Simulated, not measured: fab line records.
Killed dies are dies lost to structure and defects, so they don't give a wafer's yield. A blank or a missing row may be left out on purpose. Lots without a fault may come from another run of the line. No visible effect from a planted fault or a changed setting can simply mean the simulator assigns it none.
A lot that was struck, set against a sound lot + flow sky130 + 15 out of 708 route steps
Sound: the wafers L574.2, L574.3, L574.5. Wafers struck: L591.2, L591.5, L591.6. At the end, the cause is stated.
Per side, at each step with rows, come the tool, then ch with its chambers, and then its first start. Under that, the readings that differ: sound wafers + struck wafers + difference of the means + sigmas: that difference in standard deviations of wafers without a fault.
alike: readings whose means differ by less than 2 such deviations, and words and numbers that are the same on both sides. not compared: withheld readings, readings that some wafer has no value for, bounds like >300 that may hide the same value, and numbers for which the record gives no deviation and whose values overlap.
The two part at a step that has a row with sigmas, a row that says differs or no value, or rows on one side only. Numbers that have no deviation but don't overlap get no sigmas and don't part them. A reading missing from all wafers of one side parts the sides only when that side holds two or more wafers.

first, 1 step without rows for these wafers: SKY_VT_ADJUST_NCORE_DEVELOP_06 (develop time 60 s).
SKY_VT_ADJUST_NCORE_CD_MEAS_07: target cd 380 nm.
  sound on cd-sem-02, day 9 14:52; struck on cd-sem-02, day 14 13:23
  alike: cd-nm
SKY_VT_ADJUST_NCORE_OVL_MEAS_08:
  sound on overlay-02, day 9 14:58; struck on overlay-02, day 14 13:29
| reading                  | sound       | struck         | difference | sigmas |
|--------------------------|-------------|----------------|------------|--------|
| VT_ADJUST_NCORE_OVL (nm) | 1.8 1.6 2.5 | -1.6 -1.5 -2.0 | -3.7       | -3     |
following that, these wafers have no rows for 1 step: SKY_VT_ADJUST_NCORE_IMPLANT_09.
SKY_VT_ADJUST_NCORE_STRIP_10: strips in O2/N2.
  sound on plasma-asher-02 ch 0,1, day 9 15:09; struck on plasma-asher-02 ch 0,1, day 14 13:40
  alike: drypump-motor-current-A, oes-product-au, strip-time-to-endpoint-s
  not compared: rf-hours-counter-h
SKY_VT_ADJUST_NCORE_TW_MEAS_11:
  sound on film-metro-02, day 9 15:16; struck on film-metro-02, day 14 13:47
  alike: VT_ADJUST_NCORE_TW
then, 6 steps without rows for these wafers: SKY_VT_ADJUST_HVTR_DEHYDRATE_00 (time 60 s); SKY_VT_ADJUST_HVTR_HMDS_01 (prime time 60 s); SKY_VT_ADJUST_HVTR_COAT_02 (resist thk 1140 nm); SKY_VT_ADJUST_HVTR_SOFTBAKE_03 (time 60 s); SKY_VT_ADJUST_HVTR_EXPOSE_04 (exposes mask HVTRM, target cd 380 nm); SKY_VT_ADJUST_HVTR_PEB_05.
SKY_VT_ADJUST_HVTR_DEVELOP_06: develop time 60 s.
  sound on litho-track-02 ch 0, day 10 14:16; struck on litho-track-01 ch 0, day 15 15:58
| reading              | sound             | struck            | difference | sigmas |
|----------------------|-------------------|-------------------|------------|--------|
| developer-temp-C (C) | 23.08 22.93 22.90 | 22.02 21.99 22.07 | -0.94      | -11    |
  alike: chill-plate-temp-C
SKY_VT_ADJUST_HVTR_CD_MEAS_07: target cd 380 nm.
  sound on cd-sem-01, day 10 14:25; struck on cd-sem-01, day 15 16:07
| reading    | sound             | struck            | difference | sigmas |
|------------|-------------------|-------------------|------------|--------|
| cd-nm (nm) | 374.7 375.7 378.5 | 384.3 382.6 382.2 | +6.7       | +3     |
-- here the record skips 36 days between the struck wafers' starts before and after, leaving off in module VT_ADJUST_HVTR and picking up in module PAD_OPEN (first step shown: number 708 of the route) --
SKY_PAD_OPEN_PROBE_99:
  rows exist in the record for the struck wafers here (prober-02, day 51 13:13), but not for the sound ones

## WHERE THEY PART
Last at SKY_PAD_OPEN_PROBE_99 as far as this record goes, first at SKY_VT_ADJUST_NCORE_OVL_MEAS_08.

WHY: the cause the simulator had injected
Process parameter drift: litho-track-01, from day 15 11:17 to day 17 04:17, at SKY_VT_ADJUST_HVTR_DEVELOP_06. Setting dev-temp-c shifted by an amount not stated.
